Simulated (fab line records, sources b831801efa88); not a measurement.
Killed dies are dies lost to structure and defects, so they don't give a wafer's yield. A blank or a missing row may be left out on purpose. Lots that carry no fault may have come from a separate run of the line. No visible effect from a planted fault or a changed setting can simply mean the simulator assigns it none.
Which of the tools did it? | flow sky130 | 18 wafers from 6 lots sampled at 2 of the route's 708 steps

## WHAT THE GAUGES SHOWED, per wafer
SKY_VT_ADJUST_HVTP_CD_MEAS_07 targets a cd of 380 nm.
lot  | measured     | on       | cdNm (nm)
L771 | day 6 09:38  | cdSem-02 | 381.0 381.6 381.7
L773 | day 7 04:55  | cdSem-02 | 378.5 377.2 377.9
L774 | day 7 12:25  | cdSem-02 | 382.5 379.9 383.4
L777 | day 7 23:46  | cdSem-02 | 376.7 379.3 374.8
L779 | day 8 12:36  | cdSem-01 | 378.6 376.7 376.8
L791 | day 11 13:15 | cdSem-02 | 379.8 379.0 379.0

## WHICH TOOL RAN EACH LOT (tool, then ch and the chambers of the sampled wafers, then the start)
lot  | SKY_VT_ADJUST_HVTP_DEVELOP_06
L771 | lithoTrack-02 ch 0, day 6 09:30
L773 | lithoTrack-02 ch 0, day 7 04:47
L774 | lithoTrack-02 ch 0, day 7 12:17
L777 | lithoTrack-03 ch 0, day 7 23:38
L779 | lithoTrack-04 ch 0, day 8 12:28
L791 | lithoTrack-02 ch 0, day 11 13:05
- SKY_VT_ADJUST_HVTP_DEVELOP_06: develop time 60 s.

## THE ANSWER, worked out from the rows above alone
Rule: the usual values come from the lots themselves. Put in order of their means at a reading, lots are off if they are a third of the lots or fewer, leave a main group of 4 or more, and stand apart from it by a gap of 3 or more times the standard deviation of the main group's means; of several such gaps the widest counts. If all means in a main group match to the digits the tables above print for the reading, that group is not used. A lot without any number at a reading at which 4 lots or more have one is off too. The other lots that the step has rows for count as sound.
No lot is off on any of the readings shown, so nothing can be concluded from this.

## WHAT THE SIMULATOR HAD PUT IN
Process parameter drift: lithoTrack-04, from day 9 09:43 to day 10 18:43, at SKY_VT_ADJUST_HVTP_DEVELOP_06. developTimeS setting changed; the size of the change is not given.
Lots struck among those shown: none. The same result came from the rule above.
